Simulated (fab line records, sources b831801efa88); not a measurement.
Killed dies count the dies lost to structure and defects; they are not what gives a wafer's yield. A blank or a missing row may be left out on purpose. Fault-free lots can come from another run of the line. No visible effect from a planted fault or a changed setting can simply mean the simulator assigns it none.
What tool caused it? | flow sky130 | 11 lots, 33 wafers sampled, at 2 steps of a route of 708

WHAT THE GAUGES SHOWED, per wafer
SKY_GATE_OXIDE_THK_MEAS_02. Usual: GATE_OXIDE_OXIDATION_00_THK typically reads 10.27 nm, with standard deviation 0.19.
lot  | measured     | on            | GATE_OXIDE_OXIDATION_00_THK (nm) | flag
L709 | day 14 20:02 | film-metro-04 | 10.68 10.58 10.48                |
L712 | day 15 16:56 | film-metro-04 | 10.39 10.32 10.25                |
L716 | day 17 11:34 | film-metro-01 | 10.31 10.40 10.45                |
L718 | day 17 23:16 | film-metro-01 | 10.09 10.26 10.08                |
L719 | day 18 05:03 | film-metro-01 | 10.09 10.29 10.23                |
L720 | day 18 05:03 | film-metro-03 | 10.25 10.03 10.34                |
L721 | day 18 12:55 | film-metro-03 | 10.35 10.30 10.39                |
L723 | day 19 05:22 | film-metro-04 | 10.12 10.12 10.16                |
L726 | day 20 03:09 | film-metro-04 | 10.17 10.28 10.17                |
L727 | day 20 03:10 | film-metro-01 | 10.16 10.26 10.19                |
L728 | day 20 22:20 | film-metro-03 | 9.91 9.89 9.97                   |

WHICH TOOL RAN EACH LOT (tool, then ch and the chambers of the sampled wafers, then the start)
lot  | SKY_SONOS_ONO_STRIP_17
L709 | plasma-asher-03 ch 0,1, day 14 18:24
L712 | plasma-asher-02 ch 0,1, day 15 13:44
L716 | plasma-asher-03 ch 0,1, day 17 09:58
L718 | plasma-asher-02 ch 0,1, day 17 19:36
L719 | plasma-asher-03 ch 0,1, day 18 02:38
L720 | plasma-asher-02 ch 0, day 18 02:50
L721 | plasma-asher-01 ch 0,1, day 18 10:07
L723 | plasma-asher-02 ch 0,1, day 19 02:17
L726 | plasma-asher-02 ch 0,1, day 19 22:55
L727 | plasma-asher-03 ch 0,1, day 20 00:44
L728 | plasma-asher-03 ch 0,1, day 20 18:09
- SKY_SONOS_ONO_STRIP_17: strips in O2/N2.

WHAT THE TOOLS THEMSELVES READ (means of the sampled wafers that have a number; where no wafer has one, the mark that the record gives instead)
SKY_SONOS_ONO_STRIP_17. Usual: chamber-pressure-mTorr 1499.8 mTorr, standard deviation 1.2; drypump-motor-current-A 5.5 A, standard deviation 0.36; oes-product-au 0.710 a.u., standard deviation 0.0045; strip-time-to-endpoint-s 14.12 s, standard deviation 0.041.
lot  | tool            | chamber-pressure-mTorr (mTorr) | drypump-motor-current-A (A) | oes-product-au (a.u.) | strip-time-to-endpoint-s (s) | flag
L709 | plasma-asher-03 | 1500.5                         | 5.4                         | 0.709                 | 14.10                        |
L712 | plasma-asher-02 | 1501.3                         | 6.1                         | 0.708                 | 14.14                        |
L716 | plasma-asher-03 | 1500.2                         | 5.3                         | 0.709                 | 14.12                        |
L718 | plasma-asher-02 | 1498.9                         | 6.0                         | 0.708                 | 14.11                        |
L719 | plasma-asher-03 | 1500.3                         | 5.4                         | 0.710                 | 14.17                        |
L720 | plasma-asher-02 | 1499.6                         | 6.4                         | 0.708                 | 14.11                        |
L721 | plasma-asher-01 | 1499.7                         | 5.3                         | 0.711                 | 14.12                        |
L723 | plasma-asher-02 | 1500.2                         | 5.7                         | 0.707                 | 14.13                        |
L726 | plasma-asher-02 | 1501.0                         | 6.1                         | 0.714                 | 14.18                        |
L727 | plasma-asher-03 | 1498.9                         | 5.4                         | 0.710                 | 14.05                        |
L728 | plasma-asher-03 | 1499.5                         | 5.3                         | 0.712                 | 14.07                        |

THE ANSWER, worked out from the rows above alone
Rule: a lot counts as off when the mean over its wafers that have a number is more than 3 standard deviations away from the usual mean. Also off: a lot with no number at a reading for which 4 or more lots have one. The other lots that the step has rows for count as sound. The gauges are gone through in route order, then the tools' own readings, and for those a lot's mean is taken as printed above. At the first step where some lot is off, the reading lying furthest off is the one used; lots without a number count as furthest.
Nothing can be told from this: no lot is off at any reading shown.

WHAT THE SIMULATOR HAD PUT IN
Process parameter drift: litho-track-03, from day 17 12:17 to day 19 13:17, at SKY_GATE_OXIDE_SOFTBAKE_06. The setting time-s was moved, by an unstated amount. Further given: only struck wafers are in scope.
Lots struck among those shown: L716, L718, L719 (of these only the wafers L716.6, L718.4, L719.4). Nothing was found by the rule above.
